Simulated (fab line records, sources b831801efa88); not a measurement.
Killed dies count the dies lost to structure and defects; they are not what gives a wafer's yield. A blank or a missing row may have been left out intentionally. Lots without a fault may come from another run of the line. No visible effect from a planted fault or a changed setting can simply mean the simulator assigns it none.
fab line records	flow sky130
record: lots: 5	wafers: 15	last-day: 50
route steps=708 shown VIA3@591 METAL4@598 CAP2M@603 PAD_OPEN@708
lots untouched by any fault: they come from a run of this same line in which no faults occurred
start-h: the number of hours between the record's first day and the start of the first shown wafer of the lot	wait-h: how many hours have passed since the lot's step before this one	" identical to the entry in the row above	L1.1+2: a single row standing in for several wafers	- value missing, or start not given	* or withheld: withheld	< > ~ a bound
route shown NAME@n: a module of which the file shows steps, and the number in the route of the first	usual: mean/standard deviation of fault-free wafers	same: alike in all rows	chamber/n: place in a boat	sites: readings site by site	_std_site: standard deviation across them	_edge_site: mean of outer sites minus mean of inner sites	radius-mm: for every site, how far away it sits from the centre of the wafer	mask NAME#n: copy n	behind: the most recent tool/chamber to have shaped the wafer	hold: what put the lot on hold/how long, in hours/how the hold closed	device: the n, p or np transistor that did not switch	end of line: the same wafers' tests at the end of the route	for a step that has no rows: nothing shown but its recipe	killed: dies that structure and defects cost at the first sort, which is not the same as the wafer's yield	map: a wafer's dies, marking killed ones x, the rest . and places with no die _
set.NAME: the setting that was run; set.NAME@STEP: the one run at that earlier step	model.NAME: the simulator's own value behind a step, which no gauge read
lots seen at some steps along the route; tables by step, rows by wafer
services: when a tool's chamber went out of use (start-h, in hours from the record's first day, below 0 if earlier), for how many hours, and the reason
== steps ==
step: SKY_VIA3_CLEAN_18
recipe: chemistry: IPA	time-s: 180	temp-c: 25
step: SKY_VIA3_CLEAN_19
recipe: chemistry: O3/DIW	dry: n2-spin
step: SKY_VIA3_SPUTTER_20
recipe: material: TiN	target-thk-nm: 20	chamber-pressure-pa: 5	power-w: 4000	time-s: 80
step: SKY_VIA3_CVD_21
recipe: material: W	target-thk-nm: 390	time-s: 117.31	temp-c: 400	pressure-torr: 40
usual: heater-power-w: 877/100	susceptor-temp-C: 399.96/0.23
lot.wafer	tool	chamber	start-h	wait-h	heater-power-w	susceptor-temp-C
L545.1	cvd-w-02	0	1019.99	0.0	794	399.82
L545.5	"	0	"	"	781	400.24
L545.6	"	1	"	"	810	400.06
L546.2	cvd-w-02	0	1022.31	0.0	793	399.82
L546.4	"	0	"	"	787	399.81
L546.6	"	0	"	"	795	400.00
L548.1	cvd-w-01	0	1032.19	0.0	917	400.42
L548.4	"	0	"	"	928	400.14
L548.6	"	0	"	"	916	400.10
L555.1	cvd-w-02	0	1068.64	0.0	788	399.47
L555.2	"	1	"	"	785	399.95
L555.6	"	0	"	"	770	399.73
L557.1	cvd-w-02	0	1078.59	0.0	792	399.87
L557.3	"	0	"	"	830	400.06
L557.5	"	1	"	"	822	399.74
step: SKY_VIA3_RS_MEAS_22
recipe: thk-meas-gauge: four-point-probe	reads: W_of_VIA3_CVD_21+TiN_of_VIA3_SPUTTER_20
usual: VIA3_W_RS: 0.293/0.0037
lot.wafer	tool	chamber	start-h	wait-h	VIA3_W_RS[ohm/sq]
L545.1	film-metro-02	-	1020.11	0.1	0.290
L545.5	"	-	"	"	0.285
L545.6	"	-	"	"	0.291
L546.2	film-metro-02	-	1022.45	0.1	0.291
L546.4	"	-	"	"	0.292
L546.6	"	-	"	"	0.288
L548.1	film-metro-04	-	1032.31	0.1	0.292
L548.4	"	-	"	"	0.292
L548.6	"	-	"	"	0.290
L555.1	film-metro-04	-	1068.76	0.1	0.285
L555.2	"	-	"	"	0.298
L555.6	"	-	"	"	0.289
L557.1	film-metro-02	-	1078.71	0.1	0.290
L557.3	"	-	"	"	0.289
L557.5	"	-	"	"	0.299
step: SKY_VIA3_THK_MEAS_23
recipe: thk-meas-gauge: xrf	reads: W_of_VIA3_CVD_21
usual: VIA3_W_THK: 395/7.4
lot.wafer	tool	chamber	start-h	wait-h	VIA3_W_THK[nm]
L545.1	film-metro-02	-	1020.23	0.1	393
L545.5	"	-	"	"	399
L545.6	"	-	"	"	389
L546.2	film-metro-02	-	1022.56	0.1	391
L546.4	"	-	"	"	387
L546.6	"	-	"	"	391
L548.1	film-metro-04	-	1032.43	0.1	404
L548.4	"	-	"	"	405
L548.6	"	-	"	"	409
L555.1	film-metro-04	-	1068.88	0.1	411
L555.2	"	-	"	"	395
L555.6	"	-	"	"	405
L557.1	film-metro-02	-	1078.83	0.1	390
L557.3	"	-	"	"	392
L557.5	"	-	"	"	377
step: SKY_VIA3_CMP_24
recipe: stop-on: SiO2	t-overpolish-s: 20	down-force-psi: 3.5	platen-rpm: 60	target-thk-nm: 0	pad-velocity-m-s: 0.94248
step: SKY_METAL4_SPUTTER_00
recipe: material: Ti	target-thk-nm: 15	power-w: 3000	time-s: 10	chamber-pressure-pa: 0.4
step: SKY_METAL4_SPUTTER_01
recipe: material: TiN	target-thk-nm: 20	power-w: 6500	time-s: 16.7	chamber-pressure-pa: 0.4
step: SKY_METAL4_SPUTTER_02
recipe: material: AlCu	target-thk-nm: 735	power-w: 10600	time-s: 39.1	chamber-pressure-pa: 0.4
usual: throttle-valve-pct: 29.2/0.89
lot.wafer	tool	chamber	start-h	wait-h	throttle-valve-pct
L545.1	pvd-sputter-02	-	1020.64	0.0	28.4
L545.5	"	-	"	"	28.6
L545.6	"	-	"	"	28.6
L546.2	pvd-sputter-03	-	1022.96	0.0	29.7
L546.4	"	-	"	"	30.9
L546.6	"	-	"	"	30.9
L548.1	pvd-sputter-02	-	1032.84	0.0	28.8
L548.4	"	-	"	"	29.0
L548.6	"	-	"	"	28.9
L555.1	pvd-sputter-01	-	1069.29	0.0	30.5
L555.2	"	-	"	"	30.1
L555.6	"	-	"	"	30.5
L557.1	pvd-sputter-01	-	1079.24	0.0	30.6
L557.3	"	-	"	"	30.3
L557.5	"	-	"	"	30.4
step: SKY_METAL4_SPUTTER_03
recipe: material: Ti	target-thk-nm: 5	power-w: 3000	time-s: 3.3	chamber-pressure-pa: 0.4
step: SKY_METAL4_SPUTTER_04
recipe: material: TiN	target-thk-nm: 70	power-w: 6500	time-s: 58.3	chamber-pressure-pa: 0.4
step: SKY_CAP2M_CVD_00
recipe: material: SiO2	target-thk-nm: 15.5	temp-c: 400	time-s: withheld	rf-w: 450
usual: heater-power-w: 755/84	susceptor-temp-C: 400.03/0.22
lot.wafer	tool	chamber	start-h	wait-h	heater-power-w	susceptor-temp-C	model.SiO2_of_CAP2M_CVD_00.thk-nm
L545.1	pecvd-01	2	1020.74	0.0	868	399.79	15.25
L545.5	"	0	"	"	767	399.97	15.94
L545.6	"	2	"	"	864	399.96	15.33
L546.2	pecvd-03	1	1023.07	0.0	816	399.97	15.7
L546.4	"	2	"	"	830	399.84	15.93
L546.6	"	1	"	"	815	400.28	15.74
L548.1	pecvd-02	0	1032.94	0.0	692	400.51	15.26
L548.4	"	0	"	"	701	400.40	15.98
L548.6	"	1	"	"	660	400.26	15.94
L555.1	pecvd-01	0	1069.40	0.0	782	399.90	15.45
L555.2	"	1	"	"	748	400.17	15.55
L555.6	"	2	"	"	798	399.86	15.45
L557.1	pecvd-02	0	1079.35	0.0	835	400.06	15.53
L557.3	"	1	"	"	705	399.83	9.47
L557.5	"	0	"	"	832	400.01	15.6
step: SKY_CAP2M_THK_MEAS_01
recipe: reads: SiO2_of_CAP2M_CVD_00
usual: CAP2M_CVD_00_THK: 15.63/0.23
lot.wafer	tool	chamber	start-h	wait-h	CAP2M_CVD_00_THK[nm]
L545.1	film-metro-04	-	1020.78	-	15.29
L545.5	"	-	"	"	15.95
L545.6	"	-	"	"	15.32
L546.2	film-metro-04	-	1023.10	-	15.72
L546.4	"	-	"	"	15.97
L546.6	"	-	"	"	15.77
L548.1	film-metro-01	-	1032.97	-	15.20
L548.4	"	-	"	"	16.03
L548.6	"	-	"	"	15.91
L555.1	film-metro-04	-	1069.42	-	15.45
L555.2	"	-	"	"	15.54
L555.6	"	-	"	"	15.45
L557.1	film-metro-01	-	1079.37	-	15.51
L557.3	"	-	"	"	9.46
L557.5	"	-	"	"	15.59
step: SKY_CAP2M_SPUTTER_02
recipe: material: TiN	target-thk-nm: 200	temp-c: 300	power-w: 6500	time-s: 166.7	chamber-pressure-pa: 0.4
usual: susceptor-temp-C: 300.00/0.17	throttle-valve-pct: 29.7/1.1
lot.wafer	tool	chamber	start-h	wait-h	susceptor-temp-C	throttle-valve-pct
L545.1	pvd-sputter-03	-	1020.84	0.1	299.94	29.7
L545.5	"	-	"	"	299.84	29.6
L545.6	"	-	"	"	300.13	30.7
L546.2	pvd-sputter-02	-	1023.15	0.0	299.83	28.5
L546.4	"	-	"	"	299.80	28.5
L546.6	"	-	"	"	300.22	28.8
L548.1	pvd-sputter-04	-	1033.03	0.1	300.13	31.8
L548.4	"	-	"	"	300.20	29.7
L548.6	"	-	"	"	300.13	31.5
L555.1	pvd-sputter-04	-	1069.48	0.1	300.39	29.7
L555.2	"	-	"	"	299.95	31.5
L555.6	"	-	"	"	300.31	29.6
L557.1	pvd-sputter-02	-	1079.43	0.1	300.08	28.4
L557.3	"	-	"	"	300.24	29.1
L557.5	"	-	"	"	300.18	28.4
step: SKY_CAP2M_RS_MEAS_03
recipe: thk-meas-gauge: four-point-probe	reads: TiN_of_CAP2M_SPUTTER_02
usual: CAP2M_TIN_RS: 6.88/0.083
lot.wafer	tool	chamber	start-h	wait-h	CAP2M_TIN_RS[ohm/sq]
L545.1	film-metro-01	-	1020.94	0.1	6.83
L545.5	"	-	"	"	6.91
L545.6	"	-	"	"	6.82
L546.2	film-metro-01	-	1023.28	0.1	6.88
L546.4	"	-	"	"	6.87
L546.6	"	-	"	"	6.93
L548.1	film-metro-02	-	1033.14	0.1	6.90
L548.4	"	-	"	"	7.01
L548.6	"	-	"	"	6.88
L555.1	film-metro-01	-	1069.59	0.1	6.91
L555.2	"	-	"	"	6.86
L555.6	"	-	"	"	6.95
L557.1	film-metro-02	-	1079.54	0.1	6.97
L557.3	"	-	"	"	7.00
L557.5	"	-	"	"	6.96
step: SKY_CAP2M_THK_MEAS_04
recipe: thk-meas-gauge: xrf	reads: TiN_of_CAP2M_SPUTTER_02
usual: CAP2M_TIN_THK: 197/3.1
lot.wafer	tool	chamber	start-h	wait-h	CAP2M_TIN_THK[nm]
L545.1	film-metro-01	-	1021.06	0.1	198
L545.5	"	-	"	"	197
L545.6	"	-	"	"	200
L546.2	film-metro-01	-	1023.39	0.1	198
L546.4	"	-	"	"	198
L546.6	"	-	"	"	196
L548.1	film-metro-02	-	1033.26	0.1	196
L548.4	"	-	"	"	192
L548.6	"	-	"	"	195
L555.1	film-metro-01	-	1069.71	0.1	196
L555.2	"	-	"	"	197
L555.6	"	-	"	"	195
L557.1	film-metro-02	-	1079.66	0.1	191
L557.3	"	-	"	"	191
L557.5	"	-	"	"	192
step: SKY_CAP2M_DEHYDRATE_05
recipe: temp-c: 200	time-s: 60
step: SKY_CAP2M_HMDS_06
recipe: prime-time-s: 60	prime-temp-c: 120
step: SKY_CAP2M_COAT_07
recipe: resist: NOVOLAK	spin-rpm: 3000	resist-thk-nm: 1140
step: SKY_CAP2M_SOFTBAKE_08
recipe: temp-c: 90	time-s: 60	resist: NOVOLAK
step: SKY_CAP2M_EXPOSE_09
recipe: mask-id: CAP2M	na: 0.6	source-shape: conventional	sigma-outer: 0.6	polarization: unpolarized	target-cd-nm: 1000	dose-mj: 159
step: SKY_CAP2M_PEB_10
recipe: temp-c: withheld	time-s: *	resist: NOVOLAK
step: SKY_CAP2M_DEVELOP_11
recipe: resist: NOVOLAK	developer: TMAH	develop-time-s: 60	dev-temp-c: 23
step: SKY_CAP2M_OVL_MEAS_12
usual: CAP2M_OVL: -0.9/1.3
lot.wafer	tool	chamber	start-h	wait-h	CAP2M_OVL[nm]
L545.1	overlay-01	-	1043.02	0.1	-0.2
L545.5	"	-	"	"	0.4
L545.6	"	-	"	"	1.6
L546.2	overlay-01	-	1045.16	0.1	-0.9
L546.4	"	-	"	"	0.2
L546.6	"	-	"	"	-1.8
L548.1	overlay-01	-	1054.17	0.1	1.1
L548.4	"	-	"	"	-0.5
L548.6	"	-	"	"	0.0
L555.1	overlay-01	-	1090.78	0.1	0.2
L555.2	"	-	"	"	-1.1
L555.6	"	-	"	"	-0.8
L557.1	overlay-01	-	1100.01	0.1	-1.8
L557.3	"	-	"	"	-0.3
L557.5	"	-	"	"	-0.8
step: SKY_CAP2M_METAL_ETCH_13
recipe: target-depth-nm: 220	stop-on: SiO2	chemistry: Cl2/BCl3	target: TiN	pressure-mtorr: 10	icp-w: 900	bias-w: 48.5	Cl2_flow_sccm: 60	bcl3-flow-sccm: 30	time-s: 62.9
usual: drypump-motor-current-A: 6.1/0.42	oes-product-au: 0.944/0.0073	throttle-valve-pct: 21.900/0.0098
lot.wafer	tool	chamber	start-h	wait-h	drypump-motor-current-A	oes-product-au	rf-hours-counter-h	throttle-valve-pct
L545.1	rie-metal-02	1	1043.05	0.0	6.3	0.949	9	21.905
L545.5	"	0	"	"	6.0	0.945	-	21.895
L545.6	"	1	"	"	6.3	0.944	-	21.885
L546.2	rie-metal-02	0	1045.19	0.0	6.0	0.941	6	21.907
L546.4	"	0	"	"	6.0	0.942	-	21.902
L546.6	"	1	"	"	6.4	0.945	-	21.915
L548.1	rie-metal-02	1	1054.20	0.0	6.4	0.946	9	21.892
L548.4	"	1	"	"	6.4	0.937	-	21.908
L548.6	"	1	"	"	6.3	0.941	-	21.884
L555.1	rie-metal-03	1	1090.81	0.0	5.8	0.940	10	21.899
L555.2	"	0	"	"	5.3	0.942	17	21.895
L555.6	"	1	"	"	5.8	0.939	-	21.902
L557.1	rie-metal-02	0	1100.04	0.0	6.0	0.937	10	21.895
L557.3	"	1	"	"	6.4	0.937	-	21.903
L557.5	"	1	"	"	6.3	0.937	-	21.913
step: SKY_CAP2M_STRIP_14
recipe: chemistry: O2/N2	power-w: 1400	pressure-mtorr: 1500	platen-temp-c: withheld	o2-flow-sccm: 3000	n2-flow-sccm: 300	overash-fraction: 0.5
step: SKY_CAP2M_STRIP_15
recipe: chemistry: post-etch-residue-remover	time-s: 1200	temp-c: 72.5
step: SKY_CAP2M_CLEAN_16
recipe: chemistry: IPA	time-s: 180	temp-c: 25
step: SKY_CAP2M_CLEAN_17
recipe: chemistry: O3/DIW	dry: n2-spin
step: SKY_METAL4_DEHYDRATE_05
recipe: temp-c: 200	time-s: 60
step: SKY_METAL4_HMDS_06
recipe: prime-time-s: 60	prime-temp-c: 120
step: SKY_METAL4_COAT_07
recipe: resist: BARC	temp-c: withheld	time-s: withheld	spin-rpm: 3000	resist-thk-nm: 60
step: SKY_METAL4_COAT_08
recipe: resist: KrF-thick	spin-rpm: 3000	resist-thk-nm: 1140
step: SKY_METAL4_SOFTBAKE_09
recipe: temp-c: 100	time-s: 90	resist: KrF-thick
step: SKY_METAL4_EXPOSE_10
recipe: mask-id: MM4	na: 0.68	source-shape: annular	sigma-inner: 0.4	sigma-outer: 0.8	target-cd-nm: 300	dose-mj: 28
step: SKY_METAL4_PEB_11
recipe: peb-temp-c: withheld	peb-time-s: withheld	resist: KrF-thick
step: SKY_METAL4_DEVELOP_12
recipe: develop-time-s: 60	resist: KrF-thick	dev-temp-c: 21
step: SKY_METAL4_CD_MEAS_13
recipe: target-cd-nm: 300
usual: cd-nm: 299.9/1.6
lot.wafer	tool	chamber	start-h	wait-h	cd-nm
L545.1	cd-sem-02	-	1064.99	-	303.2
L545.5	"	-	"	"	303.1
L545.6	"	-	"	"	302.1
L546.2	cd-sem-01	-	1067.41	-	301.1
L546.4	"	-	"	"	299.5
L546.6	"	-	"	"	300.9
L548.1	cd-sem-02	-	1076.04	-	302.0
L548.4	"	-	"	"	301.4
L548.6	"	-	"	"	300.7
L555.1	cd-sem-01	-	1111.56	-	294.9
L555.2	"	-	"	"	295.9
L555.6	"	-	"	"	294.9
L557.1	cd-sem-01	-	1120.38	-	300.9
L557.3	"	-	"	"	302.0
L557.5	"	-	"	"	300.9
step: SKY_METAL4_OVL_MEAS_14
usual: METAL4_OVL: 5/5.1
lot.wafer	tool	chamber	start-h	wait-h	METAL4_OVL[nm]
L545.1	overlay-02	-	1065.11	0.1	2
L545.5	"	-	"	"	-1
L545.6	"	-	"	"	3
L546.2	overlay-02	-	1067.52	0.1	16
L546.4	"	-	"	"	10
L546.6	"	-	"	"	12
L548.1	overlay-02	-	1076.16	0.1	-1
L548.4	"	-	"	"	-1
L548.6	"	-	"	"	3
L555.1	overlay-02	-	1111.68	0.1	10
L555.2	"	-	"	"	6
L555.6	"	-	"	"	11
L557.1	overlay-01	-	1120.50	0.1	5
L557.3	"	-	"	"	12
L557.5	"	-	"	"	1
step: SKY_METAL4_DESCUM_15
recipe: chemistry: O2	source-power-w: 150	bias-power-w: 0	pressure-mtorr: 10	temp-c: 40	time-s: 8
usual: drypump-motor-current-A: 5.7/0.47	oes-product-au: 0.999/0.0097
same: bias-power-w: 0
lot.wafer	tool	chamber	start-h	wait-h	drypump-motor-current-A	oes-product-au	rf-hours-counter-h
L545.1	rie-metal-01	1	1065.15	0.0	5.7	0.989	19
L545.5	"	0	"	"	4.9	1.009	-
L545.6	"	1	"	"	5.7	0.998	-
L546.2	rie-metal-02	0	1067.55	0.0	6.0	1.003	7
L546.4	"	0	"	"	6.0	1.002	-
L546.6	"	1	"	"	6.4	1.014	-
L548.1	rie-metal-01	1	1076.20	0.0	5.7	0.999	20
L548.4	"	0	"	"	4.9	1.002	-
L548.6	"	1	"	"	5.8	0.994	-
L555.1	rie-metal-01	0	1111.71	0.0	4.9	1.008	24
L555.2	"	1	"	"	5.8	0.993	22
L555.6	"	0	"	"	4.9	1.011	-
L557.1	rie-metal-03	0	1120.53	0.0	5.3	0.988	19
L557.3	"	0	"	"	5.3	0.996	-
L557.5	"	1	"	"	5.8	0.987	-
step: SKY_METAL4_ETCH_16
recipe: chemistry: N2/H2	target: BARC	ion-energy-ev: 200	bias-w: 100	pressure-mtorr: 30	n2-flow-sccm: 100	h2-flow-sccm: 200	icp-w: 500	stop-on: SiO2	time-s: 88.2	target-depth-a: 600
step: SKY_METAL4_ETCH_17
recipe: target: SiO2	stop-on: TiN	chemistry: C4F8/O2/Ar	source-w: 1500	bias-w: 1200	pressure-mtorr: 40	c4f8-flow-sccm: withheld	O2_flow_sccm: 6	Ar_flow_sccm: 300	time-s: 3.9	target-depth-a: 150
usual: oes-product-au: 0.758/0.0071
lot.wafer	tool	chamber	start-h	wait-h	oes-product-au	rf-hours-counter-h	model.etch.depth-nm
L545.1	rie-diel-01	1	1065.28	0.1	0.750	26	15.25
L545.5	"	2	"	"	0.780	-	15.94
L545.6	"	3	"	"	0.749	-	15.33
L546.2	rie-diel-01	0	1067.68	0.1	0.763	3	15.7
L546.4	"	1	"	"	0.765	26	15.93
L546.6	"	1	"	"	0.765	-	15.74
L548.1	rie-diel-04	2	1076.33	0.1	0.745	27	15.26
L548.4	"	3	"	"	0.762	19	15.98
L548.6	"	2	"	"	0.761	-	15.94
L555.1	rie-diel-01	0	1111.84	0.1	0.755	4	15.45
L555.2	"	2	"	"	0.760	0	15.55
L555.6	"	2	"	"	0.751	-	15.45
L557.1	rie-diel-04	3	1120.66	0.1	0.748	22	15.53
L557.3	"	2	"	"	0.604	29	9.47
L557.5	"	3	"	"	0.762	-	15.6
step: SKY_PAD_OPEN_PROBE_99
usual: defect-limited-yield: 82.3/1.9	killed_at_M0_to_M3: 44/6.9	killed_at_M4_up: 3.3/2.1	killed-at-contacts: 24/4.8	killed-at-front-end: 15/4.4	killed-at-other: 0.2/0.48	killed-dies: 87/9.5	killed-on-rim: 17/4	killed-open: 48/6.5	killed-short: 39/6.3
same: gross-dies: 492	killed-at-back-side: 0
lot.wafer	tool	chamber	start-h	wait-h	defect-limited-yield[%]	killed_at_M0_to_M3	killed_at_M4_up	killed-at-contacts	killed-at-front-end	killed-at-other	killed-dies	killed-on-rim	killed-open	killed-short	model.etest.tester.sort-n-pass	model.etest.tester.sort_bin_5_pct	model.etest.tester.sort-yield-pct	model.etest.cap-mim2.bv-v	model.etest.cap-mim2.leak-log10-a-cm2	model.etest.cap-mim2.c-ff-um2	model.etest.tester.sort_bin_4_pct	model.etest.tester.sort_bin_8_pct
L545.1	prober-01	-	1152.15	0.1	78.7	55	5	28	16	1	105	20	64	41	387	13.01	78.66	13.63	-9.014	2.395	0	0
L545.5	prober-01	-	1152.35	0.2	80.9	46	7	27	14	0	94	23	60	34	398	11.99	80.89	14.24	-8.932	2.288	0	0
L545.6	prober-01	-	1152.40	0.2	80.9	57	1	25	11	0	94	8	57	37	398	11.18	80.89	13.88	-8.973	2.358	0	0
L546.2	prober-02	-	1153.55	0.1	81.1	40	6	23	24	0	93	14	49	44	399	11.79	81.1	13.8	-8.94	2.311	0	0
L546.4	prober-02	-	1153.65	0.2	83.3	39	4	19	20	0	82	13	41	41	410	9.146	83.33	14.37	-9.087	2.263	0	0
L546.6	prober-02	-	1153.75	0.2	81.5	49	2	18	22	0	91	14	46	45	401	11.18	81.5	13.95	-9.043	2.308	0	0
L548.1	prober-02	-	1161.16	0.1	82.3	52	2	23	10	0	87	18	49	38	405	11.38	82.32	13.89	-8.831	2.38	0	0
L548.4	prober-02	-	1161.31	0.2	86.8	32	1	21	11	0	65	19	33	32	427	7.927	86.79	14.24	-8.851	2.275	0	0
L548.6	prober-02	-	1161.41	0.2	83.1	39	4	23	17	0	83	16	43	40	409	11.79	83.13	14.28	-9.104	2.26	0	0
L555.1	prober-01	-	1189.06	0.1	81.5	40	8	23	20	0	91	17	49	42	401	9.756	81.5	13.74	-8.988	2.338	0	0
L555.2	prober-01	-	1189.11	0.1	81.1	53	2	26	12	0	93	14	60	33	399	10.98	81.1	13.96	-9.053	2.332	0	0
L555.6	prober-01	-	1189.31	0.2	82.3	35	2	32	18	0	87	12	53	33	405	10.98	82.32	14.01	-9.088	2.336	0	0
L557.1	prober-01	-	1196.74	0.1	82.9	39	0	23	22	0	84	17	46	38	408	9.146	82.93	13.54	-8.834	2.335	0	0
L557.3	prober-01	-	1196.84	0.2	81.5	47	3	21	20	0	91	16	51	40	0	91.67	0	8.423	-6.284	3.825	6.848e-10	4.196e-22
L557.5	prober-01	-	1196.94	0.2	84.1	36	3	22	17	0	78	7	40	38	414	8.74	84.15	14.07	-9.021	2.336	0	0
killed by level:class
L545.1 LI_CONTACT:geometric-particle:open=12 VIA2:geometric-particle:open=12 CONTACT:geometric-particle:open=10 METAL2:geometric-particle:short=8 VIA1:geometric-particle:short=7 VIA1:geometric-particle:open=7 VIA3:geometric-particle:open=7 FIELD_ISO:geometric-particle:open=6
L545.5 VIA1:geometric-particle:open=18 VIA3:geometric-particle:open=9 CONTACT:geometric-particle:open=8 LI_CONTACT:geometric-particle:open=7 VIA2:geometric-particle:open=7 FIELD_ISO:geometric-particle:open=6 CONTACT:geometric-particle:short=6 FIELD_ISO:geometric-particle:short=5
L545.6 VIA1:geometric-particle:open=11 VIA2:geometric-particle:open=10 VIA3:geometric-particle:open=10 CONTACT:geometric-particle:open=9 LI_CONTACT:geometric-particle:open=8 METAL3:geometric-particle:short=6 LOCAL_INTERCONNECT:geometric-particle:short=5 POLY_GATE:geometric-particle:open=4
L546.2 LI_CONTACT:geometric-particle:open=9 CONTACT:geometric-particle:open=8 VIA1:geometric-particle:open=7 FIELD_ISO:geometric-particle:short=6 POLY_GATE:geometric-particle:open=6 METAL2:geometric-particle:short=6 METAL1:geometric-particle:short=6 VIA2:geometric-particle:open=6
L546.4 VIA1:geometric-particle:open=9 VIA2:geometric-particle:open=6 VIA3:geometric-particle:short=6 POLY_GATE:geometric-particle:short=5 CONTACT:geometric-particle:open=5 CONTACT:geometric-particle:short=5 METAL1:geometric-particle:short=5 VIA2:geometric-particle:short=5
L546.6 VIA1:geometric-particle:open=12 METAL2:geometric-particle:short=9 FIELD_ISO:geometric-particle:short=8 CONTACT:geometric-particle:open=6 METAL1:geometric-particle:short=6 FIELD_ISO:geometric-particle:open=5 CONTACT:geometric-particle:short=5 VIA3:geometric-particle:open=5
L548.1 VIA1:geometric-particle:open=11 VIA3:geometric-particle:open=10 CONTACT:geometric-particle:open=8 VIA2:geometric-particle:open=8 CONTACT:geometric-particle:short=7 VIA3:geometric-particle:short=6 VIA1:geometric-particle:short=5 LI_CONTACT:geometric-particle:open=4
L548.4 VIA2:geometric-particle:open=9 CONTACT:geometric-particle:open=8 CONTACT:geometric-particle:short=8 METAL1:geometric-particle:short=5 VIA3:geometric-particle:open=4 FIELD_ISO:geometric-particle:short=3 VIA1:geometric-particle:open=3 VIA2:geometric-particle:short=3
L548.6 METAL1:geometric-particle:short=9 FIELD_ISO:geometric-particle:open=7 VIA1:geometric-particle:open=7 LI_CONTACT:geometric-particle:open=6 CONTACT:geometric-particle:short=6 CONTACT:geometric-particle:open=6 METAL2:geometric-particle:short=6 VIA2:geometric-particle:open=5
L555.1 VIA1:geometric-particle:open=12 CONTACT:geometric-particle:open=8 LI_CONTACT:geometric-particle:open=6 VIA2:geometric-particle:open=6 METAL4:geometric-particle:short=6 POLY_GATE:geometric-particle:short=5 VIA1:geometric-particle:short=5 FIELD_ISO:geometric-particle:open=4
L555.2 VIA1:geometric-particle:open=21 CONTACT:geometric-particle:open=9 VIA3:geometric-particle:open=7 LI_CONTACT:geometric-particle:open=6 CONTACT:geometric-particle:short=6 POLY_GATE:geometric-particle:open=5 VIA1:geometric-particle:short=5 VIA2:geometric-particle:open=5
L555.6 LI_CONTACT:geometric-particle:open=13 CONTACT:geometric-particle:open=9 VIA1:geometric-particle:open=8 POLY_GATE:geometric-particle:open=7 VIA1:geometric-particle:short=5 VIA2:geometric-particle:open=5 LOCAL_INTERCONNECT:geometric-particle:short=4 VIA3:geometric-particle:open=4
L557.1 VIA1:geometric-particle:open=9 FIELD_ISO:geometric-particle:short=7 CONTACT:geometric-particle:open=7 POLY_GATE:geometric-particle:open=6 LI_CONTACT:geometric-particle:open=6 VIA1:geometric-particle:short=5 VIA3:geometric-particle:open=5 LI_CONTACT:geometric-particle:short=4
L557.3 VIA1:geometric-particle:open=15 VIA2:geometric-particle:open=10 METAL2:geometric-particle:short=8 CONTACT:geometric-particle:open=7 POLY_GATE:geometric-particle:short=6 LOCAL_INTERCONNECT:geometric-particle:short=6 FIELD_ISO:geometric-particle:short=5 POLY_GATE:geometric-particle:open=5
L557.5 CONTACT:geometric-particle:open=8 VIA1:geometric-particle:open=7 LI_CONTACT:geometric-particle:open=5 METAL1:geometric-particle:short=5 CONTACT:geometric-particle:short=5 VIA3:geometric-particle:open=5 VIA2:geometric-particle:open=5 METAL2:geometric-particle:short=4
== services ==
tool	chamber	start-h	hours	kind
pecvd-01	1	999.38	-	clean
pecvd-01	1	999.38	-	consumable-replace:showerhead
pecvd-01	1	999.38	29.0	scheduled-down
pecvd-01	1	999.38	29.0	vent-cycle
pvd-sputter-01	-	1005.04	1.1	repair
cvd-w-02	1	1007.21	4.3	repair
rie-diel-01	2	1015.28	5.0	repair
pecvd-02	2	1015.77	15.5	repair
cvd-w-02	-	1035.29	1.2	repair
pvd-sputter-04	-	1042.56	3.5	repair
rie-metal-01	-	1045.68	0.2	repair
rie-diel-04	0	1058.53	6.8	repair
cvd-w-01	-	1062.40	14.6	pm
rie-diel-01	2	1071.31	-	clean
rie-diel-01	2	1071.31	24.3	scheduled-down
rie-diel-01	2	1071.31	24.3	vent-cycle
pecvd-01	-	1078.07	2.1	repair
rie-diel-01	-	1083.40	28.1	pm
pecvd-01	1	1089.95	5.0	scheduled-down
rie-diel-04	1	1097.60	3.7	repair
pecvd-02	-	1098.35	0.6	repair
pecvd-01	-	1111.47	14.6	pm
pvd-sputter-01	-	1114.84	2.6	repair
pvd-sputter-03	-	1115.12	3.4	repair
== key ==
first-sign: step: SKY_CAP2M_THK_MEAS_01	reading: CAP2M_CVD_00_THK	direction: down	sigmas: 27	usual: 15.63	struck: 9.46
effect: step: SKY_METAL4_ETCH_17	reading: oes-product-au	direction: down	sigmas: 22	usual: 0.758	struck: 0.604
model-effect: step: SKY_CAP2M_CVD_00	value: SiO2_of_CAP2M_CVD_00.thk-nm	without: 15.54	struck: 9.47
model-effect: step: SKY_METAL4_ETCH_17	value: etch.depth-nm	without: 15.54	struck: 9.47
model-effect: step: SKY_PAD_OPEN_PROBE_99	value: etest.tester.sort-n-pass	without: 401	struck: 0
met-at SKY_CAP2M_CVD_00
struck-wafers L557.3
onset-between 1032.94 1079.35
fault: kind: process-parameter-drift	tool: pecvd-02	chamber: -	onset-h: 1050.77	steps: SKY_CAP2M_CVD_00	channel: target-thk-nm	offset: -6.1162	shape: step	end-h: 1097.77	scope: struck-wafers-only	acts-in: these-recipes-only	stated: 15.5
